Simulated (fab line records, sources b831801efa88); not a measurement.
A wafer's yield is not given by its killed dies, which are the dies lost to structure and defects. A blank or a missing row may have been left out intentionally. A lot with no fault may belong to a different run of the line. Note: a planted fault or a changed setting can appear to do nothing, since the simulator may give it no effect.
Problem report in the 8D (eight disciplines) form, filled by code -- flow gf180mcu -- the parts of the form that need people (team, actions taken, sign-off) are left out

1. WHAT WENT WRONG
At GF_DUAL_GATE_SOFTBAKE_07, runLengthS averages 126.66 s over 6 wafers from 2 lots, while fault-free wafers read 89.04 s, standard deviation 0.16. That is +99 or more standard deviations from the usual mean.
The step: time 60 s.
The first sign was on wafer L724.1 at day 14 02:14, on lithoTrack-03. Wafers with a number at this step in the record: 39, from 13 lots. The rule behind "out" and "out of limits": a value lying over 4 standard deviations away from the usual mean. All remaining wafers that have a number are taken as sound.

2. WHAT IT IS, WHAT IT ISN'T
question,is,is not
which readings at this step,runLengthS,plateTempC
which lots,"L724, L725","L703, L704, L707, L709, L711, L712, L713, L714, L716, L717, L726"
which wafers of those lots,all that have a number,-
read on which tools,lithoTrack-03,"lithoTrack-01, lithoTrack-04"
when,from day 14 02:14,up to then (30 sound wafers); but 3 sound wafers of L726 came after

3. WHAT RULES OUT EACH SUSPECT
Counting: any tool at a process step up to the reading is kept as a suspect provided that every lot that is out went through it and no sound lot did after the first of them.
- lithoTrack-03 at GF_DUAL_GATE_SOFTBAKE_07 (time 60 s): kept. Every lot that is out went through it, starting with L724 (day 14 02:14), and after that it ran no sound lot; the last sound lot it ran before then is L712 (day 10 17:17). Out on those wafers are its own readings of runLengthS.
Left after counting: lithoTrack-03 at GF_DUAL_GATE_SOFTBAKE_07.

4. THE CAUSE (what the simulator had put in)
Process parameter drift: lithoTrack-03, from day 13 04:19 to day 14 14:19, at GF_DUAL_GATE_SOFTBAKE_07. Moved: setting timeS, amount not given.
The count eliminated every tool but this one.

5. SEQUENCE OF EFFECTS, ordered by route
Rows list readings where the struck wafers' mean (over those with a number) sits beyond 3 standard deviations from the usual. Only readings for which the record gives a usual standard deviation are gone through. hours: the time from each lot's start at the first step in this table that gives one to its start at this step, as a median over the lots. sigmas: the change in usual standard deviations.
hours,step,reading,usual,on struck wafers,change,sigmas
0,GF_DUAL_GATE_SOFTBAKE_07,runLengthS,89.04 s,126.66,+37.61,+99 or more
11,GF_DUAL_GATE_STRIP_13,stripTimeToEndpointS,12.63 s,12.51,-0.12,-3.3
Its process steps:
- GF_DUAL_GATE_SOFTBAKE_07: time 60 s.
- GF_DUAL_GATE_STRIP_13: strips in O2/N2.

6. WHAT WOULD HAVE CAUGHT IT SOONER
In this record no reading fell out of limits until day 14 02:14, 22 hours after the fault had begun at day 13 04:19.
